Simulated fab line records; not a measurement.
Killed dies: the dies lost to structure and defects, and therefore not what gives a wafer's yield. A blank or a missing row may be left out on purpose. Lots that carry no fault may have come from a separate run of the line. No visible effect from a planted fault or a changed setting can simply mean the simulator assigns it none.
fab line records	flow sky130
[record] lots = 12	wafers = 36	last-day = 50
route steps=708 shown VT_ADJUST_LVTN@117 VT_ADJUST_HVTR@138 SONOS_TUNNEL@162 SONOS_ONO@183 PAD_OPEN@708
lots that met no fault: taken from a fault-free run of the same line
start-h: hours from the record's opening day to when the first of the lot's shown wafers began	wait-h: hours since the lot's step before	" the same as in the row above	L1.1+2: a row that stands for several wafers	- no value present, or no start provided	* or withheld: withheld	< > ~ a bound
route shown NAME@n: names a module that has steps shown in the file, with the first one's number in the route	usual: mean and standard deviation over wafers with no fault	same: alike in all rows	chamber/n: place in a boat	sites: the reading at each site	_std_site: their standard deviation	_edge_site: outer sites' mean less inner sites'	radius-mm: how far each site lies from the wafer's centre	mask NAME#n: copy n	behind: the most recent tool/chamber to have shaped the wafer	hold: reason for holding the lot/hours on hold/outcome of the hold	device: names the non-switching transistor (n, p or np)	end of line: tests run on the same wafers once the route is complete	step lacking rows: just its recipe	killed: dies lost to structure and defects at the first sort, not the wafer's yield	map: shows each die of a wafer: x if killed, . if not, _ if none is there
set.NAME: the setting as run; set.NAME@STEP: as run at that earlier step	model.NAME: the simulator's own value behind a step, which no gauge read
one table for each step of the route and one row for each wafer, over a sample of lots
services: a tool's chamber out of use, with start hour (start-h, from the record's first day; less than 0 if before it), hours out, and reason
[[steps]]
[step SKY_VT_ADJUST_LVTN_STRIP_20]
[recipe] chemistry = O2/N2	power-w = 1400	pressure-mtorr = 1500	platen-temp-c = withheld	o2-flow-sccm = 3000	n2-flow-sccm = 300	overash-fraction = 0.5
[usual] drypump-motor-current-A = 5.6/0.64	oes-product-au = 0.715/0.0045	strip-time-to-endpoint-s = 14.18/0.041
lot.wafer	tool	chamber	start-h	wait-h	drypump-motor-current-A	oes-product-au	rf-hours-counter-h	strip-time-to-endpoint-s
L585.3	plasma-asher-01	0	167.82	0.1	5.2	0.724	-	14.14
L585.5	"	1	"	"	5.8	0.714	-	14.21
L585.6	"	0	"	"	5.2	0.705	-	14.16
L586.1	plasma-asher-01	0	174.04	0.1	5.2	0.713	37	14.17
L586.2	"	1	"	"	5.8	0.715	37	14.18
L586.4	"	0	"	"	5.2	0.713	-	14.16
L587.1	plasma-asher-02	0	181.39	0.1	6.4	0.713	46	14.24
L587.4	"	1	"	"	4.8	0.705	-	14.24
L587.6	"	1	"	"	4.8	0.718	-	14.23
L588.2	plasma-asher-03	1	185.75	0.1	4.9	0.719	52	14.18
L588.3	"	1	"	"	4.9	0.703	-	14.22
L588.5	"	1	"	"	4.9	0.721	-	14.21
L589.2	plasma-asher-02	1	195.85	0.1	4.8	0.718	48	14.17
L589.3	"	0	"	"	6.4	0.717	-	14.21
L589.5	"	1	"	"	4.8	0.712	-	14.19
L590.1	plasma-asher-01	1	201.34	0.1	5.8	0.712	40	14.20
L590.2	"	0	"	"	5.2	0.713	40	14.22
L590.6	"	0	"	"	5.2	0.711	-	14.22
L592.1	plasma-asher-01	1	215.15	0.1	5.8	0.718	41	14.10
L592.4	"	0	"	"	5.2	0.715	-	14.14
L592.5	"	1	"	"	5.8	0.712	-	14.11
L594.2	plasma-asher-03	0	225.76	0.1	6.3	0.719	56	14.14
L594.4	"	0	"	"	6.2	0.712	-	14.14
L594.5	"	0	"	"	6.3	0.719	-	14.13
L598.2	plasma-asher-01	1	264.99	0.1	5.9	0.720	46	14.18
L598.4	"	1	"	"	5.8	0.714	-	14.13
L598.5	"	1	"	"	5.9	0.720	-	14.15
L601.2	plasma-asher-02	1	276.00	0.1	4.8	0.718	56	14.21
L601.4	"	1	"	"	4.8	0.711	-	14.17
L601.6	"	0	"	"	6.4	0.718	-	14.21
L604.4	plasma-asher-02	1	302.73	0.1	4.8	0.729	-	14.13
L604.5	"	0	"	"	6.4	0.719	-	14.16
L604.6	"	1	"	"	4.9	0.705	-	14.18
L607.1	plasma-asher-02	0	317.94	0.1	6.4	0.715	61	14.17
L607.2	"	1	"	"	4.8	0.719	61	14.07
L607.6	"	1	"	"	4.9	0.713	-	14.12
[step SKY_VT_ADJUST_HVTR_CD_MEAS_07]
[recipe] target-cd-nm = 380
[usual] cd-nm = 380/3
lot.wafer	tool	chamber	start-h	wait-h	cd-nm
L585.3	cd-sem-01	-	210.44	0.1	379
L585.5	"	-	"	"	377
L585.6	"	-	"	"	380
L586.1	cd-sem-01	-	216.78	0.1	376
L586.2	"	-	"	"	376
L586.4	"	-	"	"	374
L587.1	cd-sem-02	-	224.69	0.1	379
L587.4	"	-	"	"	380
L587.6	"	-	"	"	380
L588.2	cd-sem-02	-	228.50	0.1	374
L588.3	"	-	"	"	377
L588.5	"	-	"	"	376
L589.2	cd-sem-02	-	239.11	0.1	376
L589.3	"	-	"	"	377
L589.5	"	-	"	"	374
L590.1	cd-sem-01	-	244.34	0.1	382
L590.2	"	-	"	"	379
L590.6	"	-	"	"	381
L592.1	cd-sem-02	-	258.28	0.1	382
L592.4	"	-	"	"	383
L592.5	"	-	"	"	380
L594.2	cd-sem-01	-	272.05	0.1	383
L594.4	"	-	"	"	382
L594.5	"	-	"	"	380
L598.2	cd-sem-02	-	314.22	0.1	378
L598.4	"	-	"	"	382
L598.5	"	-	"	"	383
L601.2	cd-sem-02	-	325.02	0.1	383
L601.4	"	-	"	"	384
L601.6	"	-	"	"	381
L604.4	cd-sem-01	-	355.30	0.1	377
L604.5	"	-	"	"	376
L604.6	"	-	"	"	376
L607.1	cd-sem-01	-	371.80	0.1	384
L607.2	"	-	"	"	381
L607.6	"	-	"	"	382
[step SKY_SONOS_TUNNEL_OVL_MEAS_08]
[usual] SONOS_TUNNEL_OVL = -0.7/1.6
lot.wafer	tool	chamber	start-h	wait-h	SONOS_TUNNEL_OVL[nm]
L585.3	overlay-02	-	255.25	0.1	-1.0
L585.5	"	-	"	"	-0.5
L585.6	"	-	"	"	0.2
L586.1	overlay-02	-	261.48	0.1	2.2
L586.2	"	-	"	"	1.1
L586.4	"	-	"	"	0.3
L587.1	overlay-02	-	269.28	0.1	2.9
L587.4	"	-	"	"	2.0
L587.6	"	-	"	"	2.3
L588.2	overlay-01	-	274.60	0.1	-0.3
L588.3	"	-	"	"	1.1
L588.5	"	-	"	"	0.1
L589.2	overlay-01	-	285.68	0.1	0.0
L589.3	"	-	"	"	-1.1
L589.5	"	-	"	"	0.7
L590.1	overlay-02	-	292.42	0.1	-1.8
L590.2	"	-	"	"	-0.3
L590.6	"	-	"	"	-1.6
L592.1	overlay-01	-	307.28	0.1	-0.4
L592.4	"	-	"	"	-0.7
L592.5	"	-	"	"	0.3
L594.2	overlay-01	-	323.64	0.1	-2.2
L594.4	"	-	"	"	-2.5
L594.5	"	-	"	"	-4.5
L598.2	overlay-01	-	368.68	0.1	-3.3
L598.4	"	-	"	"	0.4
L598.5	"	-	"	"	-0.9
L601.2	overlay-01	-	380.74	0.1	-1.6
L601.4	"	-	"	"	-1.3
L601.6	"	-	"	"	-1.2
L604.4	overlay-01	-	413.41	0.1	-2.2
L604.5	"	-	"	"	-1.5
L604.6	"	-	"	"	-2.1
L607.1	overlay-02	-	431.07	0.1	-1.0
L607.2	"	-	"	"	-0.5
L607.6	"	-	"	"	-0.7
[step SKY_SONOS_ONO_ETCH_15]
[recipe] target-depth-nm = 19.52	chemistry = CHF3/O2	source-w = 600	bias-w = 200	pressure-mtorr = 40	chf3-flow-sccm = 50	O2_flow_sccm = 5	time-s = 7.8
[usual] drypump-motor-current-A = 5.8/0.49	oes-product-au = 1.000/0.0087	throttle-valve-pct = 8.825/0.01
lot.wafer	tool	chamber	start-h	wait-h	drypump-motor-current-A	oes-product-au	rf-hours-counter-h	throttle-valve-pct
L585.3	rie-diel-02	3	289.56	0.0	6.4	1.010	13	8.842
L585.5	"	3	"	"	6.4	1.004	-	8.829
L585.6	"	0	"	"	6.1	1.003	-	8.820
L586.1	rie-diel-02	3	298.11	0.0	6.4	1.010	13	8.820
L586.2	"	0	"	"	6.1	1.007	26	8.841
L586.4	"	2	"	"	6.7	1.013	4	8.814
L587.1	rie-diel-01	0	304.00	0.0	5.3	1.003	92	8.818
L587.4	"	1	"	"	6.1	1.003	75	8.827
L587.6	"	1	"	"	6.2	1.002	-	8.824
L588.2	rie-diel-03	2	304.01	0.0	6.0	0.992	30	8.831
L588.3	"	1	"	"	5.6	0.999	4	8.813
L588.5	"	2	"	"	6.0	0.984	-	8.823
L589.2	rie-diel-03	1	320.52	0.0	5.6	0.994	4	8.825
L589.3	"	3	"	"	5.0	1.000	74	8.821
L589.5	"	1	"	"	5.6	0.986	-	8.814
L590.1	rie-diel-01	0	326.11	0.0	5.4	1.019	93	8.832
L590.2	"	3	"	"	5.0	1.000	103	8.808
L590.6	"	3	"	"	5.0	0.997	-	8.823
L592.1	rie-diel-01	1	348.56	0.0	6.1	0.993	76	8.816
L592.4	"	0	"	"	5.3	1.001	93	8.825
L592.5	"	0	"	"	5.3	0.987	-	8.808
L594.2	rie-diel-03	2	364.00	0.0	6.0	0.988	31	8.809
L594.4	"	0	"	"	5.3	1.005	1	8.819
L594.5	"	0	"	"	5.3	0.999	-	8.822
L598.2	rie-diel-03	0	401.96	0.0	5.3	0.995	1	8.818
L598.4	"	2	"	"	6.0	0.987	31	8.830
L598.5	"	2	"	"	6.0	0.981	-	8.834
L601.2	rie-diel-03	3	417.07	0.0	5.0	1.011	76	8.815
L601.4	"	1	"	"	5.6	0.992	6	8.825
L601.6	"	2	"	"	6.0	0.992	-	8.823
L604.4	rie-diel-01	2	449.26	0.0	5.9	1.016	16	8.831
L604.5	"	1	"	"	6.1	1.002	-	8.823
L604.6	"	0	"	"	5.3	1.008	-	8.815
L607.1	rie-diel-02	2	468.01	0.0	6.7	1.002	7	8.819
L607.2	"	3	"	"	6.3	1.007	16	8.835
L607.6	"	0	"	"	6.1	1.016	-	8.830
[step SKY_SONOS_ONO_STRIP_17]
[recipe] chemistry = O2/N2	power-w = 1400	pressure-mtorr = 1500	platen-temp-c = withheld	o2-flow-sccm = 3000	n2-flow-sccm = 300	overash-fraction = 0.5
[usual] drypump-motor-current-A = 5.6/0.59	oes-product-au = 0.710/0.0047	strip-time-to-endpoint-s = 14.10/0.045
lot.wafer	tool	chamber	start-h	wait-h	drypump-motor-current-A	oes-product-au	rf-hours-counter-h	strip-time-to-endpoint-s
L585.3	plasma-asher-03	0	289.70	0.0	6.2	0.704	-	14.13
L585.5	"	0	"	"	6.2	0.706	-	14.14
L585.6	"	1	"	"	4.9	0.705	-	14.13
L586.1	plasma-asher-03	1	298.22	0.0	4.9	0.709	63	14.08
L586.2	"	0	"	"	6.2	0.709	63	14.04
L586.4	"	0	"	"	6.2	0.714	-	14.08
L587.1	plasma-asher-02	1	304.11	0.0	4.9	0.712	59	14.06
L587.4	"	0	"	"	6.4	0.704	-	14.05
L587.6	"	1	"	"	4.9	0.710	-	14.04
L588.2	plasma-asher-03	1	304.13	0.0	4.9	0.706	64	14.10
L588.3	"	1	"	"	4.9	0.714	-	14.13
L588.5	"	0	"	"	6.3	0.707	-	14.14
L589.2	plasma-asher-01	0	320.64	0.0	5.2	0.709	49	14.09
L589.3	"	1	"	"	5.8	0.709	-	14.09
L589.5	"	0	"	"	5.2	0.701	-	14.10
L590.1	plasma-asher-03	1	326.22	0.0	4.9	0.708	66	14.10
L590.2	"	0	"	"	6.3	0.709	66	14.10
L590.6	"	0	"	"	6.3	0.720	-	14.04
L592.1	plasma-asher-02	1	348.67	0.0	4.8	0.713	64	14.00
L592.4	"	0	"	"	6.4	0.706	-	13.99
L592.5	"	1	"	"	4.8	0.716	-	14.03
L594.2	plasma-asher-02	1	364.10	0.0	4.8	0.718	66	14.05
L594.4	"	1	"	"	4.8	0.716	-	14.00
L594.5	"	0	"	"	6.4	0.712	-	14.08
L598.2	plasma-asher-01	0	402.07	0.0	5.2	0.710	56	14.26
L598.4	"	1	"	"	5.8	0.707	-	14.23
L598.5	"	0	"	"	5.2	0.705	-	14.23
L601.2	plasma-asher-03	1	417.18	0.0	4.9	0.705	75	14.26
L601.4	"	1	"	"	4.9	0.708	-	14.30
L601.6	"	0	"	"	6.3	0.711	-	14.28
L604.4	plasma-asher-01	0	449.41	0.0	5.2	0.706	-	14.04
L604.5	"	1	"	"	5.8	0.711	-	14.08
L604.6	"	0	"	"	5.2	0.712	-	14.11
L607.1	plasma-asher-03	1	468.12	0.0	4.9	0.711	4	14.07
L607.2	"	0	"	"	6.2	0.693	4	14.16
L607.6	"	1	"	"	4.9	0.710	-	14.11
[step SKY_PAD_OPEN_PROBE_99]
[usual] killed_at_M0_to_M3 = 43/6.8	killed_at_M4_up = 3.2/1.8	killed-at-contacts = 24/5.2	killed-at-front-end = 15/4.2	killed-at-other = 0.4/0.62	killed-dies = 85/8.7	killed-open = 46/6.7	killed-short = 39/5.9
[same] gross-dies = 492	killed-at-back-side = 0
lot.wafer	tool	chamber	start-h	wait-h	killed_at_M0_to_M3	killed_at_M4_up	killed-at-contacts	killed-at-front-end	killed-at-other	killed-dies	killed-open	killed-short
L585.3	prober-02	-	1079.06	0.2	48	3	35	11	1	98	57	41
L585.5	prober-02	-	1079.16	0.2	42	2	18	11	0	73	35	38
L585.6	prober-02	-	1079.21	0.2	52	3	30	16	2	103	53	50
L588.2	prober-02	-	1091.54	0.1	40	4	20	21	1	86	51	35
L588.3	prober-02	-	1091.59	0.2	42	2	23	20	0	87	53	34
L588.5	prober-02	-	1091.69	0.2	34	4	25	15	0	78	50	28
L589.2	prober-02	-	1102.46	0.1	39	6	19	16	0	80	41	39
L589.3	prober-02	-	1102.51	0.2	35	2	16	22	0	75	37	37
L589.5	prober-02	-	1102.61	0.2	40	3	21	19	0	83	40	42
L598.2	prober-02	-	1154.51	0.1	49	2	24	14	1	90	57	33
L598.4	prober-02	-	1154.61	0.2	34	2	23	17	0	76	40	36
L598.5	prober-02	-	1154.66	0.2	38	2	30	12	2	84	45	37
L601.2	prober-01	-	1166.36	0.1	38	3	22	23	0	86	51	35
L601.4	prober-01	-	1166.46	0.2	48	0	22	15	1	86	45	41
L601.6	prober-01	-	1166.56	0.2	40	6	11	11	2	70	34	36
L604.4	prober-02	-	1184.00	0.2	32	2	23	24	1	82	47	35
L604.5	prober-02	-	1184.05	0.2	42	6	23	8	0	79	37	42
L604.6	prober-02	-	1184.10	0.2	51	1	27	12	0	91	42	49
// killed by level:class
L585.3 CONTACT:geometric-particle:open=13 VIA1:geometric-particle:open=12 CONTACT:geometric-particle:short=11 VIA2:geometric-particle:open=9 VIA3:geometric-particle:open=6 POLY_GATE:geometric-particle:open=5 LI_CONTACT:geometric-particle:open=5 METAL1:geometric-particle:short=5
L585.5 VIA3:geometric-particle:open=7 VIA1:geometric-particle:open=7 CONTACT:geometric-particle:short=6 VIA1:geometric-particle:short=6 VIA2:geometric-particle:short=6 FIELD_ISO:geometric-particle:open=5 LOCAL_INTERCONNECT:geometric-particle:short=5 CONTACT:geometric-particle:open=4
L585.6 VIA1:geometric-particle:open=13 LOCAL_INTERCONNECT:geometric-particle:short=9 CONTACT:geometric-particle:open=8 CONTACT:geometric-particle:short=7 FIELD_ISO:geometric-particle:open=6 VIA1:geometric-particle:short=6 VIA3:geometric-particle:open=6 METAL1:geometric-particle:short=6
L588.2 CONTACT:geometric-particle:open=10 POLY_GATE:geometric-particle:open=8 VIA1:geometric-particle:open=8 FIELD_ISO:geometric-particle:open=6 VIA3:geometric-particle:open=6 CONTACT:geometric-particle:short=5 VIA2:geometric-particle:short=4 METAL1:geometric-particle:short=4
L588.3 VIA1:geometric-particle:open=10 CONTACT:geometric-particle:open=9 LI_CONTACT:geometric-particle:open=7 VIA1:geometric-particle:short=7 POLY_GATE:geometric-particle:open=6 FIELD_ISO:geometric-particle:open=4 LI_CONTACT:geometric-particle:short=4 VIA2:geometric-particle:open=4
L588.5 CONTACT:geometric-particle:open=9 LI_CONTACT:geometric-particle:open=8 VIA1:geometric-particle:open=8 VIA2:geometric-particle:open=8 FIELD_ISO:geometric-particle:open=5 POLY_GATE:geometric-particle:open=4 CONTACT:geometric-particle:short=4 FIELD_ISO:geometric-particle:short=3
L589.2 LI_CONTACT:geometric-particle:open=8 POLY_GATE:geometric-particle:short=7 VIA1:geometric-particle:open=6 VIA3:geometric-particle:open=6 METAL4:geometric-particle:short=6 VIA2:geometric-particle:open=5 METAL1:geometric-particle:open=4 CONTACT:geometric-particle:open=4
L589.3 VIA1:geometric-particle:open=9 FIELD_ISO:geometric-particle:short=7 POLY_GATE:geometric-particle:open=5 LI_CONTACT:geometric-particle:open=5 CONTACT:geometric-particle:open=5 POLY_GATE:geometric-particle:short=4 METAL1:geometric-particle:short=4 METAL3:geometric-particle:short=4
L589.5 CONTACT:geometric-particle:open=9 METAL1:geometric-particle:short=9 VIA1:geometric-particle:open=7 VIA1:geometric-particle:short=6 VIA3:geometric-particle:open=6 FIELD_ISO:geometric-particle:short=4 POLY_GATE:geometric-particle:short=4 CONTACT:geometric-particle:short=4
L598.2 VIA1:geometric-particle:open=20 VIA2:geometric-particle:open=9 CONTACT:geometric-particle:open=8 LI_CONTACT:geometric-particle:open=7 VIA1:geometric-particle:short=6 CONTACT:geometric-particle:short=5 VIA2:geometric-particle:short=4 POLY_GATE:geometric-particle:open=3
L598.4 CONTACT:geometric-particle:open=9 LI_CONTACT:geometric-particle:open=7 METAL1:geometric-particle:short=6 VIA1:geometric-particle:open=6 VIA2:geometric-particle:short=6 FIELD_ISO:geometric-particle:open=5 VIA1:geometric-particle:short=5 FIELD_ISO:geometric-particle:short=4
L598.5 CONTACT:geometric-particle:open=10 VIA1:geometric-particle:open=9 LI_CONTACT:geometric-particle:open=7 METAL1:geometric-particle:short=7 LI_CONTACT:geometric-particle:short=6 POLY_GATE:geometric-particle:open=4 CONTACT:geometric-particle:short=4 VIA2:geometric-particle:open=4
L601.2 VIA1:geometric-particle:open=12 LI_CONTACT:geometric-particle:open=9 FIELD_ISO:geometric-particle:open=8 CONTACT:geometric-particle:open=8 FIELD_ISO:geometric-particle:short=7 POLY_GATE:geometric-particle:open=5 METAL2:geometric-particle:short=5 VIA2:geometric-particle:short=4
L601.4 VIA1:geometric-particle:open=11 CONTACT:geometric-particle:open=10 VIA3:geometric-particle:open=9 VIA1:geometric-particle:short=7 CONTACT:geometric-particle:short=6 VIA3:geometric-particle:short=5 FIELD_ISO:geometric-particle:open=4 METAL1:geometric-particle:short=4
L601.6 VIA1:geometric-particle:open=9 CONTACT:geometric-particle:open=7 METAL1:geometric-particle:short=5 VIA1:geometric-particle:short=5 VIA3:geometric-particle:open=5 POLY_GATE:geometric-particle:short=4 METAL2:geometric-particle:short=4 METAL4:geometric-particle:short=4
L604.4 CONTACT:geometric-particle:open=10 POLY_GATE:geometric-particle:open=9 LI_CONTACT:geometric-particle:open=8 VIA1:geometric-particle:open=8 POLY_GATE:geometric-particle:short=6 FIELD_ISO:geometric-particle:short=4 LOCAL_INTERCONNECT:geometric-particle:short=4 VIA1:geometric-particle:short=4
L604.5 VIA1:geometric-particle:open=8 VIA2:geometric-particle:open=7 CONTACT:geometric-particle:short=6 CONTACT:geometric-particle:open=6 VIA1:geometric-particle:short=6 LOCAL_INTERCONNECT:geometric-particle:short=5 METAL1:geometric-particle:short=5 VIA3:geometric-particle:open=4
L604.6 METAL2:geometric-particle:short=9 CONTACT:geometric-particle:open=8 LI_CONTACT:geometric-particle:open=7 VIA1:geometric-particle:short=7 VIA1:geometric-particle:open=6 VIA3:geometric-particle:short=6 METAL1:geometric-particle:short=5 METAL1:geometric-particle:open=5
[[services]]
tool	chamber	start-h	hours	kind
plasma-asher-02	-	155.94	14.6	pm
rie-diel-01	3	156.66	7.4	repair
plasma-asher-03	-	170.99	1.3	repair
rie-diel-01	1	178.26	12.2	repair
rie-diel-02	2	179.84	7.0	repair
rie-diel-03	1	190.01	2.6	repair
rie-diel-03	0	221.02	4.4	repair
rie-diel-02	-	249.38	3.1	repair
plasma-asher-01	-	284.15	28.1	pm
rie-diel-03	-	286.21	14.6	pm
rie-diel-03	-	307.00	1.7	repair
rie-diel-03	3	307.06	9.5	repair
rie-diel-03	2	322.48	11.3	repair
rie-diel-03	-	328.23	0.8	repair
plasma-asher-02	-	337.13	1.2	repair
plasma-asher-01	-	359.54	2.6	repair
plasma-asher-01	-	366.70	0.4	repair
rie-diel-03	1	373.79	9.5	repair
rie-diel-01	0	391.64	1.3	repair
plasma-asher-01	-	407.28	2.8	pm
rie-diel-02	2	412.46	8.1	repair
plasma-asher-03	-	421.28	9.0	pm
rie-diel-02	3	436.49	1.3	repair
rie-diel-02	2	452.76	2.2	repair
[[key]]
[first-sign] step = SKY_SONOS_ONO_STRIP_17	reading = strip-time-to-endpoint-s	direction = up	sigmas = 3.6	usual = *	struck = *
effect none on later readings
met-at SKY_SONOS_ONO_ETCH_15
struck-lots L598,L601
tester-left-out L598,L601
not-acting-at SKY_VT_ADJUST_LVTN_STRIP_20,SKY_VT_ADJUST_HVTR_CD_MEAS_07,SKY_SONOS_TUNNEL_OVL_MEAS_08
onset-between 364.00 401.96
[fault] kind = process-parameter-drift	tool = rie-diel-03	chamber = -	onset-h = 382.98	steps = SKY_SONOS_ONO_ETCH_15	channel = time-s	offset = *	shape = step	end-h = 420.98	acts-in = *	stated = *
// tester-left-out: of these lots the tester's yield and bins aren't shown, on N5 and GAA mostly nor the transistor test; their killed dies are dies lost to structure and defects alone, not to doping, threshold or leakage, so they don't give the yield
